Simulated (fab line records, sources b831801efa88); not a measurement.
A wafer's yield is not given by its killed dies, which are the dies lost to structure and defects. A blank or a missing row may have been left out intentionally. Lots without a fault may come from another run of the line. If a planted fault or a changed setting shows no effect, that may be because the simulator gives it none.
fab line records	flow sfq_line
[record] lots = 6	wafers = 18	last_day = 93
route steps=325 shown M2@92 I2@103 M3@118 I3@133 M8@325
lots that met no fault: from a run of the same line without faults
start_h: hours from the record's opening day to when the first of the lot's shown wafers began	wait_h: hours from the lot's prior step to this one	" repeats the value in the row above	L1.1+2: a row that stands for several wafers	- no value present, or no start provided	* or withheld: withheld	< > ~ a bound
route shown NAME@n: names a module that has steps shown in the file, with the first one's number in the route	usual: mean/standard deviation of fault-free wafers	same: alike in all rows	chamber/n: place in a boat	sites: per-site readings	_std_site: standard deviation across them	_edge_site: the outer-site mean with the inner-site mean subtracted	radius_mm: how far each site lies from the wafer's centre	mask NAME#n: copy n	behind: the last tool/chamber to shape the wafer	hold: why the lot was held/for how many hours/how that ended	device: the transistor (n, p or np) that didn't switch	end of line: tests run on the same wafers once the route is complete	where a step has no rows: the recipe by itself	killed: dies that structure and defects cost at the first sort, which is not the same as the wafer's yield	map: shows each die of a wafer: x if killed, . if not, _ if none is there
set.NAME: the setting the step ran with; set.NAME@STEP: the setting that earlier step ran with	model.NAME: the simulator's own value behind a step, which no gauge read
lots at some steps of the route; a table a step, a row a wafer
services: the hour from which a tool's chamber was out of use, counted from the record's first day as start_h (under 0 if before that day), plus the number of hours and why
[[steps]]
[step SFQ_TRILAYER_M2_LITHO_COAT_062]
[recipe] resist = BARC	spin_rpm = 3000	resist_thk_nm = 62
[step SFQ_TRILAYER_M2_LITHO_COAT_057]
[recipe] resist = KrF	spin_rpm = 3000	resist_thk_nm = 600
[step SFQ_TRILAYER_M2_LITHO_SOFTBAKE_061]
[recipe] temp_c = withheld	time_s = withheld	resist = KrF
[step SFQ_TRILAYER_M2_LITHO_EXPOSE_058]
[recipe] mask_id = M2	na = 0.6	source_shape = conventional	sigma_outer = 0.65	target_cd_nm = 500	dose_mj = 14.4
[step SFQ_TRILAYER_M2_LITHO_PEB_060]
[recipe] peb_temp_c = 115	peb_time_s = 60	resist = KrF
[step SFQ_TRILAYER_M2_LITHO_DEVELOP_059]
[recipe] time_s = 60	resist = KrF
[step SFQ_M2_OVL_MEAS_916]
[usual] M2_OVL = 3/5.6
lot.wafer	tool	chamber	start_h	wait_h	M2_OVL[nm]
L664.2	overlay-02	-	833.27	0.1	-1
L664.5	"	-	"	"	1
L664.6	"	-	"	"	0
L667.2	overlay-01	-	879.12	0.1	1
L667.3	"	-	"	"	1
L667.6	"	-	"	"	3
L668.1	overlay-02	-	887.63	0.1	10
L668.5	"	-	"	"	6
L668.6	"	-	"	"	14
L673.2	overlay-02	-	904.44	0.1	5
L673.5	"	-	"	"	11
L673.6	"	-	"	"	-1
L679.1	overlay-02	-	921.23	0.1	-4
L679.3	"	-	"	"	-6
L679.6	"	-	"	"	-2
L681.2	overlay-02	-	926.04	0.1	-6
L681.4	"	-	"	"	-5
L681.5	"	-	"	"	-3
[step SFQ_TRILAYER_M2_BARC_OPEN_METAL_ETCH_077]
[recipe] mask_material = PR	chemistry = O2	target_depth_nm = 125	target = BARC	icp_w = 600	bias_w = 80	pressure_mtorr = 10	time_s = 41.7
[step SFQ_TRILAYER_M2_ETCH_METAL_ETCH_060]
[recipe] target = Nb	stop_on = SiO2	mask_material = PR	chemistry = Cl2/Ar	target_depth_nm = 240	icp_w = 600	bias_w = 80	pressure_mtorr = 10	time_s = 120
[usual] chamber_pressure_mTorr = 10.000/0.01	drypump_motor_current_A = 6.1/0.45	oes_product_au = 0.893/0.0068	rf_fwd_power_W = 596.3/2.1
lot.wafer	tool	chamber	start_h	wait_h	chamber_pressure_mTorr	drypump_motor_current_A	oes_product_au	rf_fwd_power_W	rf_hours_counter_h
L664.2	rie_metal-03	0	833.36	0.0	9.995	5.5	0.887	593.2	7
L664.5	"	1	"	"	10.011	6.3	0.888	597.9	-
L664.6	"	0	"	"	10.004	5.5	0.893	593.4	-
L667.2	rie_metal-04	0	879.21	0.0	9.990	5.6	0.893	597.5	57
L667.3	"	1	"	"	10.010	6.3	0.889	597.6	-
L667.6	"	1	"	"	9.998	6.3	0.889	597.0	-
L668.1	rie_metal-02	0	887.73	0.0	9.997	6.4	0.901	598.0	53
L668.5	"	0	"	"	10.001	6.4	0.897	598.3	-
L668.6	"	1	"	"	9.993	6.8	0.899	595.9	-
L673.2	rie_metal-04	1	904.53	0.0	10.003	6.2	0.893	600.1	21
L673.5	"	0	"	"	9.974	5.7	0.896	596.5	-
L673.6	"	1	"	"	9.995	6.2	0.887	597.7	-
L679.1	rie_metal-03	0	921.33	0.0	9.997	5.4	0.902	594.0	18
L679.3	"	0	"	"	9.998	5.5	0.906	595.4	-
L679.6	"	1	"	"	10.001	6.3	0.899	596.0	-
L681.2	rie_metal-03	0	926.13	0.0	10.006	5.4	0.889	592.6	18
L681.4	"	0	"	"	10.004	5.5	0.891	592.9	-
L681.5	"	1	"	"	9.990	6.3	0.882	597.9	-
[step SFQ_TRILAYER_M2_STRIP_STRIP_061]
[recipe] gas = O2	power_w = 200	platen_temp_c = 40	overash_fraction = 0.65	chemistry = O2	pressure_mtorr = 50
[usual] chamber_pressure_mTorr = 50.00/0.045	drypump_motor_current_A = 6.1/0.45	oes_product_au = 1.003/0.0067
lot.wafer	tool	chamber	start_h	wait_h	chamber_pressure_mTorr	drypump_motor_current_A	oes_product_au	rf_hours_counter_h
L664.2	rie_metal-03	0	833.48	0.1	49.95	5.4	0.992	7
L664.5	"	1	"	"	49.95	6.3	1.007	-
L664.6	"	0	"	"	49.98	5.4	0.999	-
L667.2	rie_metal-04	0	879.33	0.1	49.97	5.6	0.996	57
L667.3	"	1	"	"	49.97	6.3	1.004	-
L667.6	"	1	"	"	49.91	6.3	1.009	-
L668.1	rie_metal-02	0	887.86	0.1	49.97	6.4	1.015	53
L668.5	"	0	"	"	49.99	6.4	1.013	-
L668.6	"	1	"	"	49.99	6.8	1.018	-
L673.2	rie_metal-04	1	904.66	0.1	49.98	6.2	1.011	21
L673.5	"	0	"	"	50.00	5.7	1.007	-
L673.6	"	1	"	"	50.01	6.2	1.006	-
L679.1	rie_metal-03	0	921.46	0.1	50.03	5.5	1.006	18
L679.3	"	0	"	"	50.03	5.4	0.998	-
L679.6	"	1	"	"	49.95	6.3	0.999	-
L681.2	rie_metal-03	0	926.26	0.1	50.01	5.4	0.997	18
L681.4	"	0	"	"	49.95	5.4	1.005	-
L681.5	"	1	"	"	49.98	6.3	1.008	-
[step SFQ_TRILAYER_M2_STRIP_SOLV_CLEAN_062]
[recipe] chemistry = NMP	temp_c = 70	time_s = 600
[step SFQ_TRILAYER_I2_DEP_PECVD_063]
[recipe] material = SiO2	temp_c = 150	time_s = 111.11	pressure_torr = 2.4	rf_w = 183.3	precursor = SiH4/N2O	target_thk_nm = 500
[step SFQ_TRILAYER_I2_CMP_CMP_064]
[recipe] material = SiO2	down_force_psi = 3	platen_rpm = 60	pad_velocity_m_s = 0.94248
[usual] edge_zone_pressure_frac = 0.999/0.0055	motor_current_A = 10.5/1.3	slurry_flow_ml_min = 150.0/0.47	time_to_endpoint_s = 216/5.7
lot.wafer	tool	chamber	start_h	wait_h	edge_zone_pressure_frac	motor_current_A	slurry_flow_ml_min	time_to_endpoint_s	model.SiO2_of_TRILAYER_I2_DEP_PECVD_063.thk_nm
L664.2	cmp-02	1	837.29	3.0	0.997	9.4	149.6	215	199.5
L664.6	"	1	839.29	5.0	1.000	9.3	150.4	222	199.4
L664.5	"	2	"	"	1.000	10.0	149.4	222	199.1
L667.3	cmp-02	0	880.20	0.0	0.993	13.2	150.2	277	304.2
L667.2	"	3	881.70	1.5	1.008	9.9	149.2	211	200.5
L667.6	"	0	"	"	0.996	12.9	149.7	286	307.6
L668.1	cmp-02	1	890.81	2.1	0.996	9.4	149.6	274	301.8
L668.6	"	2	"	"	0.990	10.4	150.1	282	306
L668.5	"	3	"	"	1.004	10.1	150.8	215	199
L673.2	cmp-01	0	906.12	0.6	1.001	11.2	150.5	216	199.9
L673.6	"	0	908.12	2.6	0.991	11.0	150.4	226	199.2
L673.5	"	1	"	"	0.994	11.3	149.9	220	200.8
L679.1	cmp-01	3	927.26	5.0	0.993	9.0	150.5	209	199.9
L679.3	"	0	"	"	0.994	11.9	150.9	210	198.7
L679.6	"	3	929.26	7.0	0.994	9.0	149.9	217	197.9
L681.2	cmp-01	0	931.26	4.2	1.001	11.1	150.0	204	200.3
L681.4	"	1	"	"	0.991	10.7	149.7	220	200.5
L681.5	"	2	"	"	1.001	11.6	149.8	215	198.7
[step SFQ_I2_BOW_MEAS_917]
[recipe] mode = bow
[usual] I2_BOW = 3/7.5
lot.wafer	tool	chamber	start_h	wait_h	I2_BOW[um]
L664.2	film_metro-02	-	840.31	2.5	-5
L664.5	"	-	"	"	-11
L664.6	"	-	"	"	-5
L667.2	film_metro-03	-	883.22	1.0	-5
L667.3	"	-	"	"	2
L667.6	"	-	"	"	-4
L668.1	film_metro-03	-	892.31	1.0	-2
L668.5	"	-	"	"	3
L668.6	"	-	"	"	-7
L673.2	film_metro-02	-	909.14	2.5	8
L673.5	"	-	"	"	3
L673.6	"	-	"	"	-13
L679.1	film_metro-03	-	930.26	2.5	-2
L679.3	"	-	"	"	6
L679.6	"	-	"	"	19
L681.2	film_metro-03	-	933.28	1.5	5
L681.4	"	-	"	"	-2
L681.5	"	-	"	"	-7
[step SFQ_TRILAYER_I2_METRO_MEASURE_065]
[usual] thk_nm = 199.9/0.94
lot.wafer	tool	chamber	start_h	wait_h	thk_nm
L664.2	film_metro-02	-	840.61	0.3	199.5
L664.5	"	-	"	"	199.1
L664.6	"	-	"	"	199.3
L667.2	film_metro-03	-	883.52	0.3	200.6
L667.3	"	-	"	"	304.2
L667.6	"	-	"	"	307.8
L668.1	film_metro-03	-	892.43	0.1	301.7
L668.5	"	-	"	"	199.0
L668.6	"	-	"	"	305.9
L673.2	film_metro-02	-	909.44	0.3	199.9
L673.5	"	-	"	"	200.7
L673.6	"	-	"	"	199.1
L679.1	film_metro-03	-	930.38	0.1	199.8
L679.3	"	-	"	"	198.9
L679.6	"	-	"	"	197.9
L681.2	film_metro-03	-	933.58	0.3	200.4
L681.4	"	-	"	"	200.5
L681.5	"	-	"	"	198.7
[step SFQ_TRILAYER_I2_VIA_LITHO_COAT_072]
[recipe] resist = BARC	spin_rpm = 3000	resist_thk_nm = 62
[step SFQ_TRILAYER_I2_VIA_LITHO_COAT_067]
[recipe] resist = KrF	spin_rpm = 3000	resist_thk_nm = 650
[step SFQ_TRILAYER_I2_VIA_LITHO_SOFTBAKE_071]
[recipe] temp_c = withheld	time_s = withheld	resist = KrF
[step SFQ_TRILAYER_I2_VIA_LITHO_EXPOSE_068]
[recipe] mask_id = I2	na = 0.6	source_shape = conventional	sigma_outer = 0.65	target_cd_nm = 500	dose_mj = 21.3
[step SFQ_TRILAYER_I2_VIA_LITHO_PEB_070]
[recipe] peb_temp_c = 115	peb_time_s = 60	resist = KrF
[step SFQ_TRILAYER_I2_VIA_LITHO_DEVELOP_069]
[recipe] time_s = 60	resist = KrF
[step SFQ_I2_OVL_MEAS_918]
[usual] I2_OVL = -1/5.6
lot.wafer	tool	chamber	start_h	wait_h	I2_OVL[nm]
L664.2	overlay-01	-	843.86	0.1	5
L664.5	"	-	"	"	-2
L664.6	"	-	"	"	5
L667.2	overlay-01	-	1022.62	0.1	-2
L667.3	"	-	"	"	-1
L667.6	"	-	"	"	5
L668.1	overlay-02	-	1032.99	0.1	4
L668.5	"	-	"	"	3
L668.6	"	-	"	"	-9
L673.2	overlay-02	-	1051.22	0.1	-9
L673.5	"	-	"	"	-8
L673.6	"	-	"	"	-6
L679.1	overlay-02	-	1070.29	0.1	1
L679.3	"	-	"	"	-3
L679.6	"	-	"	"	7
L681.2	overlay-02	-	1075.10	0.1	-7
L681.4	"	-	"	"	-6
L681.5	"	-	"	"	2
[step SFQ_TRILAYER_I2_VIA_BARC_OPEN_VIA_ETCH_096]
[recipe] mask_material = PR	chemistry = O2	target_depth_nm = 125	target = BARC	source_w = 500	bias_w = 80	pressure_mtorr = 30	time_s = 41.7
[usual] chamber_pressure_mTorr = 30.000/0.028	drypump_motor_current_A = 6.0/0.38	oes_product_au = 0.685/0.0048	rf_fwd_power_W = 494.6/2.2
lot.wafer	tool	chamber	start_h	wait_h	chamber_pressure_mTorr	drypump_motor_current_A	oes_product_au	rf_fwd_power_W	rf_hours_counter_h
L664.2	rie_diel-02	0	843.89	0.0	30.051	6.2	0.689	493.1	5
L664.5	"	0	"	"	30.017	6.2	0.677	494.7	-
L664.6	"	3	"	"	29.961	6.1	0.685	494.7	-
L667.2	rie_diel-04	1	1022.65	0.0	29.959	5.7	0.685	493.1	17
L667.3	"	3	"	"	30.046	6.3	0.690	496.9	5
L667.6	"	3	"	"	29.981	6.3	0.677	494.3	-
L668.1	rie_diel-01	0	1033.03	0.0	29.956	5.8	0.684	492.9	17
L668.5	"	0	"	"	30.043	5.8	0.680	492.8	-
L668.6	"	1	"	"	30.010	6.2	0.683	497.1	-
L673.2	rie_diel-01	1	1051.25	0.0	29.983	6.2	0.683	495.7	9
L673.5	"	1	"	"	30.008	6.2	0.685	496.4	-
L673.6	"	3	"	"	30.007	6.6	0.677	491.3	-
L679.1	rie_diel-04	2	1070.33	0.0	29.984	5.3	0.679	489.8	16
L679.3	"	3	"	"	29.981	6.4	0.695	497.1	6
L679.6	"	2	"	"	29.944	5.4	0.687	489.0	-
L681.2	rie_diel-01	3	1075.13	0.0	30.015	6.6	0.682	493.4	2
L681.4	"	3	"	"	29.991	6.6	0.692	492.1	-
L681.5	"	1	"	"	29.974	6.2	0.691	496.4	-
[step SFQ_TRILAYER_I2_VIA_ETCH_VIA_ETCH_070]
[recipe] target = SiO2	stop_on = Nb	mask_material = PR	taper_deg = 20	chemistry = CHF3	target_depth_nm = 260	source_w = 500	bias_w = 80	pressure_mtorr = 30	time_s = withheld
[usual] chamber_pressure_mTorr = 29.999/0.028	drypump_motor_current_A = 6.0/0.38	oes_product_au = 0.854/0.0051	rf_fwd_power_W = 498.2/1.5
lot.wafer	tool	chamber	start_h	wait_h	chamber_pressure_mTorr	drypump_motor_current_A	oes_product_au	rf_fwd_power_W	model.I2.feature_depth_nm	model.etch.depth_nm
L664.2	rie_diel-02	0	843.93	0.0	30.050	6.2	0.854	495.1	199.5	199.5
L664.5	"	0	"	"	30.009	6.2	0.857	498.0	199.1	199.1
L664.6	"	3	"	"	30.015	6.1	0.850	501.7	199.4	199.4
L667.2	rie_diel-04	1	1022.69	0.0	30.001	5.7	0.851	500.8	200.5	200.5
L667.3	"	3	"	"	30.013	6.3	1.000	500.4	261.7	261.7
L667.6	"	3	"	"	30.014	6.4	1.005	500.8	261.4	261.4
L668.1	rie_diel-01	0	1033.07	0.0	29.997	5.8	1.004	500.5	259.7	259.7
L668.5	"	0	"	"	30.016	5.8	0.855	497.7	199	199
L668.6	"	1	"	"	30.030	6.2	0.992	499.6	257.1	257.1
L673.2	rie_diel-01	1	1051.29	0.0	30.063	6.2	0.857	501.3	199.9	199.9
L673.5	"	1	"	"	30.013	6.2	0.861	498.4	200.8	200.8
L673.6	"	3	"	"	30.025	6.6	0.866	497.3	199.2	199.2
L679.1	rie_diel-04	2	1070.37	0.0	29.975	5.3	0.856	496.8	199.9	199.9
L679.3	"	3	"	"	30.000	6.4	0.854	497.2	198.7	198.7
L679.6	"	2	"	"	29.973	5.3	0.848	497.8	197.9	197.9
L681.2	rie_diel-01	3	1075.17	0.0	30.010	6.6	0.863	498.7	200.3	200.3
L681.4	"	3	"	"	29.990	6.6	0.858	497.6	200.5	200.5
L681.5	"	1	"	"	30.027	6.2	0.852	499.5	198.7	198.7
[step SFQ_TRILAYER_I2_VIA_STRIP_STRIP_071]
[recipe] gas = O2	power_w = 200	platen_temp_c = 40	overash_fraction = 0.65	chemistry = O2	pressure_mtorr = 50
[step SFQ_TRILAYER_I2_VIA_STRIP_SOLV_CLEAN_072]
[recipe] chemistry = NMP	temp_c = 70	time_s = 600
[step SFQ_TRILAYER_M3_DEP_PRE_CLEAN_074]
[recipe] gas = Ar	time_s = 22.5	bias_v = 250
lot.wafer	tool	chamber	start_h	wait_h	model.SiO2_of_TRILAYER_I2_DEP_PECVD_063.thk_nm
L664.2	pvd_sputter-06	-	844.84	0.0	192
L664.5	"	-	"	"	191.6
L664.6	"	-	"	"	191.9
L667.2	pvd_sputter-03	-	1023.58	0.0	193
L667.3	"	-	"	"	296.7
L667.6	"	-	"	"	300.1
L668.1	pvd_sputter-06	-	1033.96	0.0	294.3
L668.5	"	-	"	"	191.5
L668.6	"	-	"	"	298.5
L673.2	pvd_sputter-05	-	1052.18	0.0	192.4
L673.5	"	-	"	"	193.3
L673.6	"	-	"	"	191.7
L679.1	pvd_sputter-03	-	1071.25	0.0	192.4
L679.3	"	-	"	"	191.2
L679.6	"	-	"	"	190.4
L681.2	pvd_sputter-05	-	1076.05	0.0	192.8
L681.4	"	-	"	"	193
L681.5	"	-	"	"	191.2
[step SFQ_TRILAYER_M3_DEP_SPUTTER_073]
[recipe] material = Nb	base_pressure_pa = 1.33e-06	chamber_pressure_pa = 0.1333	substrate_temp_c = 20	resputter_cathode_voltage_v = 400	target_thk_nm = 200	power_w = 2000	time_s = 133.3
[step SFQ_M3_RS_MEAS_919]
[recipe] thk_meas_gauge = four-point-probe	reads = Nb_of_TRILAYER_M3_DEP_SPUTTER_073
[usual] M3_NB_RS = 0.891/0.0077
lot.wafer	tool	chamber	start_h	wait_h	M3_NB_RS[ohm/sq]
L664.2	film_metro-01	-	844.98	0.1	0.884
L664.5	"	-	"	"	0.884
L664.6	"	-	"	"	0.883
L667.2	film_metro-04	-	1023.72	0.1	0.893
L667.3	"	-	"	"	0.903
L667.6	"	-	"	"	0.900
L668.1	film_metro-01	-	1034.08	0.0	0.893
L668.5	"	-	"	"	0.882
L668.6	"	-	"	"	0.898
L673.2	film_metro-03	-	1052.32	0.1	0.896
L673.5	"	-	"	"	0.901
L673.6	"	-	"	"	0.896
L679.1	film_metro-04	-	1071.37	0.0	0.894
L679.3	"	-	"	"	0.907
L679.6	"	-	"	"	0.903
L681.2	film_metro-03	-	1076.19	0.1	0.895
L681.4	"	-	"	"	0.884
L681.5	"	-	"	"	0.897
[step SFQ_TRILAYER_M3_LITHO_COAT_080]
[recipe] resist = BARC	spin_rpm = 3000	resist_thk_nm = 62
[step SFQ_TRILAYER_M3_LITHO_COAT_075]
[recipe] resist = KrF	spin_rpm = 3000	resist_thk_nm = 600
[step SFQ_TRILAYER_M3_LITHO_SOFTBAKE_079]
[recipe] temp_c = withheld	time_s = withheld	resist = KrF
[step SFQ_TRILAYER_M3_LITHO_EXPOSE_076]
[recipe] mask_id = M3	na = 0.6	source_shape = conventional	sigma_outer = 0.65	target_cd_nm = 500	dose_mj = 14.4
[step SFQ_TRILAYER_M3_LITHO_PEB_078]
[recipe] peb_temp_c = 115	peb_time_s = 60	resist = KrF
[step SFQ_TRILAYER_M3_LITHO_DEVELOP_077]
[recipe] time_s = 60	resist = KrF
[step SFQ_M3_OVL_MEAS_921]
[usual] M3_OVL = -4/6.1
lot.wafer	tool	chamber	start_h	wait_h	M3_OVL[nm]
L664.2	overlay-02	-	980.14	0.1	-7
L664.5	"	-	"	"	-10
L664.6	"	-	"	"	-5
L667.2	overlay-01	-	1026.39	0.1	-1
L667.3	"	-	"	"	3
L667.6	"	-	"	"	2
L668.1	overlay-02	-	1044.02	0.1	13
L668.5	"	-	"	"	6
L668.6	"	-	"	"	15
L673.2	overlay-02	-	1181.61	0.1	-9
L673.5	"	-	"	"	-4
L673.6	"	-	"	"	-10
L679.1	overlay-02	-	1194.40	0.1	-11
L679.3	"	-	"	"	-8
L679.6	"	-	"	"	-5
L681.2	overlay-02	-	1198.00	0.1	-2
L681.4	"	-	"	"	-6
L681.5	"	-	"	"	-9
[step SFQ_TRILAYER_M3_BARC_OPEN_METAL_ETCH_100]
[recipe] mask_material = PR	chemistry = O2	target_depth_nm = 125	target = BARC	icp_w = 600	bias_w = 80	pressure_mtorr = 10	time_s = 41.7
[usual] chamber_pressure_mTorr = 10.001/0.009	drypump_motor_current_A = 5.89/0.28	oes_product_au = 0.685/0.0048	rf_fwd_power_W = 592.6/2.5
lot.wafer	tool	chamber	start_h	wait_h	chamber_pressure_mTorr	drypump_motor_current_A	oes_product_au	rf_fwd_power_W	rf_hours_counter_h
L664.2	rie_metal-04	0	980.17	0.0	10.013	5.65	0.678	594.0	68
L664.5	"	1	"	"	9.992	6.24	0.682	597.7	-
L664.6	"	0	"	"	9.994	5.63	0.681	591.8	-
L667.2	rie_metal-03	1	1026.42	0.0	10.004	6.30	0.692	588.3	132
L667.3	"	0	"	"	10.001	5.43	0.686	590.1	-
L667.6	"	1	"	"	9.994	6.29	0.681	590.9	-
L668.1	rie_metal-04	1	1044.05	0.0	9.996	6.23	0.685	596.0	39
L668.5	"	0	"	"	9.998	5.67	0.684	589.4	-
L668.6	"	1	"	"	9.991	6.26	0.681	594.8	-
L673.2	rie_metal-04	0	1181.64	0.0	9.990	5.65	0.679	591.3	92
L673.5	"	0	"	"	9.982	5.65	0.682	590.6	-
L673.6	"	1	"	"	10.023	6.26	0.684	593.9	-
L679.1	rie_metal-01	1	1194.43	0.0	9.990	5.93	0.688	590.2	86
L679.3	"	0	"	"	10.007	5.72	0.684	595.4	-
L679.6	"	1	"	"	10.000	5.94	0.685	587.5	-
L681.2	rie_metal-04	1	1198.03	0.0	10.007	6.27	0.683	595.9	55
L681.4	"	0	"	"	9.997	5.71	0.687	593.0	-
L681.5	"	0	"	"	10.001	5.70	0.679	594.4	-
[step SFQ_TRILAYER_M3_ETCH_METAL_ETCH_078]
[recipe] target = Nb	stop_on = SiO2	mask_material = PR	chemistry = Cl2/Ar	target_depth_nm = 240	icp_w = 600	bias_w = 80	pressure_mtorr = 10	time_s = 120
[usual] chamber_pressure_mTorr = 10.001/0.0093	drypump_motor_current_A = 5.90/0.27	oes_product_au = 0.893/0.0061	rf_fwd_power_W = 596.6/1.8
lot.wafer	tool	chamber	start_h	wait_h	chamber_pressure_mTorr	drypump_motor_current_A	oes_product_au	rf_fwd_power_W	rf_hours_counter_h
L664.2	rie_metal-04	0	980.23	0.0	10.008	5.64	0.898	596.1	68
L664.5	"	1	"	"	10.006	6.26	0.896	599.8	-
L664.6	"	0	"	"	9.999	5.62	0.900	598.1	-
L667.2	rie_metal-03	1	1026.48	0.0	9.984	6.28	0.892	593.6	132
L667.3	"	0	"	"	9.979	5.44	0.885	596.4	-
L667.6	"	1	"	"	10.005	6.30	0.885	596.7	-
L668.1	rie_metal-04	1	1044.11	0.0	10.002	6.26	0.891	597.0	39
L668.5	"	0	"	"	10.003	5.67	0.894	597.9	-
L668.6	"	1	"	"	10.002	6.24	0.890	598.7	-
L673.2	rie_metal-04	0	1181.70	0.0	10.006	5.68	0.890	597.7	92
L673.5	"	0	"	"	9.992	5.68	0.889	599.1	-
L673.6	"	1	"	"	10.004	6.24	0.890	599.3	-
L679.1	rie_metal-01	1	1194.49	0.0	10.007	5.91	0.889	596.9	86
L679.3	"	0	"	"	9.989	5.77	0.884	596.9	-
L679.6	"	1	"	"	10.015	5.91	0.890	596.4	-
L681.2	rie_metal-04	1	1198.11	0.1	10.002	6.26	0.896	595.7	55
L681.4	"	0	"	"	10.015	5.72	0.894	596.1	-
L681.5	"	0	"	"	9.991	5.72	0.894	595.6	-
[step SFQ_TRILAYER_M3_STRIP_STRIP_079]
[recipe] gas = O2	power_w = 200	platen_temp_c = 40	overash_fraction = 0.65	chemistry = O2	pressure_mtorr = 50
[step SFQ_TRILAYER_M3_STRIP_SOLV_CLEAN_080]
[recipe] chemistry = NMP	temp_c = 70	time_s = 600
[step SFQ_TRILAYER_I3_DEP_PECVD_081]
[recipe] material = SiO2	temp_c = 150	time_s = 111.11	pressure_torr = 2.4	rf_w = 183.3	precursor = SiH4/N2O	target_thk_nm = 500
[step SFQ_M8_BOW_MEAS_951]
[recipe] mode = bow
[usual] M8_BOW = 8/12
lot.wafer	tool	chamber	start_h	wait_h	M8_BOW[um]	model.etest.i2.link_ohm
L664.2	film_metro-03	-	2125.69	0.0	-6	1.959
L664.5	"	-	"	"	-12	1.973
L664.6	"	-	"	"	-5	1.965
L667.2	film_metro-04	-	2136.49	0.0	-6	1.982
L667.3	"	-	"	"	1	1e+06
L667.6	"	-	"	"	-6	1e+06
L668.1	film_metro-03	-	2140.19	0.0	0	1e+06
L668.5	"	-	"	"	7	1.959
L668.6	"	-	"	"	-4	1e+06
L673.2	film_metro-02	-	2159.49	0.0	13	1.987
L673.5	"	-	"	"	9	1.984
L673.6	"	-	"	"	-8	1.984
L679.1	film_metro-02	-	2211.79	0.0	9	1.971
L679.3	"	-	"	"	16	1.971
L679.6	"	-	"	"	28	1.967
L681.2	film_metro-02	-	2220.23	0.0	-8	1.975
L681.4	"	-	"	"	-14	1.964
L681.5	"	-	"	"	-17	1.977
[[services]]
tool	chamber	start_h	hours	kind
cmp-02	-	812.70	2.1	repair
cmp-02	-	829.68	1.3	repair
rie_diel-04	0	873.06	1.5	repair
rie_diel-04	2	886.74	3.8	repair
rie_metal-03	1	900.67	1.8	repair
film_metro-03	-	907.44	0.7	pm
cmp-02	-	912.06	4.0	pm
cmp-01	-	917.52	9.7	pm
rie_diel-01	-	925.61	2.8	pm
cmp-01	-	934.73	3.6	repair
film_metro-03	-	945.83	0.9	pm
rie_metal-04	0	954.06	2.3	repair
film_metro-03	-	974.85	1.0	pm
rie_metal-03	-	979.56	0.2	repair
rie_diel-01	2	1008.99	132.0	repair
rie_diel-04	-	1028.60	14.6	pm
rie_diel-01	-	1043.32	0.7	repair
rie_metal-04	-	1114.09	28.1	pm
film_metro-03	-	1152.29	1.5	pm
rie_metal-03	0	1154.76	14.4	repair
rie_diel-04	2	1162.53	9.2	repair
rie_diel-04	1	1179.64	4.7	repair
film_metro-03	-	1190.86	1.3	pm
rie_metal-03	1	1192.11	18.5	repair
[[key]]
[first_sign] step = SFQ_TRILAYER_I2_CMP_CMP_064	reading = time_to_endpoint_s	direction = up	sigmas = 11	usual = *	struck = *
[effect] step = SFQ_TRILAYER_I2_METRO_MEASURE_065	reading = thk_nm	direction = up	sigmas = 99+	usual = 199.9	struck = 304.9
[effect] step = SFQ_TRILAYER_I2_VIA_ETCH_VIA_ETCH_070	reading = oes_product_au	direction = up	sigmas = 29	usual = 0.854	struck = 1.000
[model_effect] step = SFQ_TRILAYER_I2_CMP_CMP_064	value = SiO2_of_TRILAYER_I2_DEP_PECVD_063.thk_nm	without = 199.8	struck = 304.9
[model_effect] step = SFQ_TRILAYER_I2_VIA_ETCH_VIA_ETCH_070	value = I2.feature_depth_nm	without = 199.8	struck = 260
[model_effect] step = SFQ_TRILAYER_M3_DEP_PRE_CLEAN_074	value = SiO2_of_TRILAYER_I2_DEP_PECVD_063.thk_nm	without = 192.3	struck = 297.4
[model_effect] step = SFQ_M8_BOW_MEAS_951	value = etest.i2.link_ohm	without = 1.976	struck = 1e+06
met_at SFQ_TRILAYER_I2_CMP_CMP_064
struck_wafers L667.3,L667.6,L668.1,L668.6
onset_between 837.29 880.20
[fault] kind = process_parameter_drift	tool = cmp-02	chamber = -	onset_h = 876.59	steps = SFQ_TRILAYER_I2_CMP_CMP_064	channel = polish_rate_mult	offset = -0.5	shape = step	end_h = 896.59	scope = struck_wafers_only
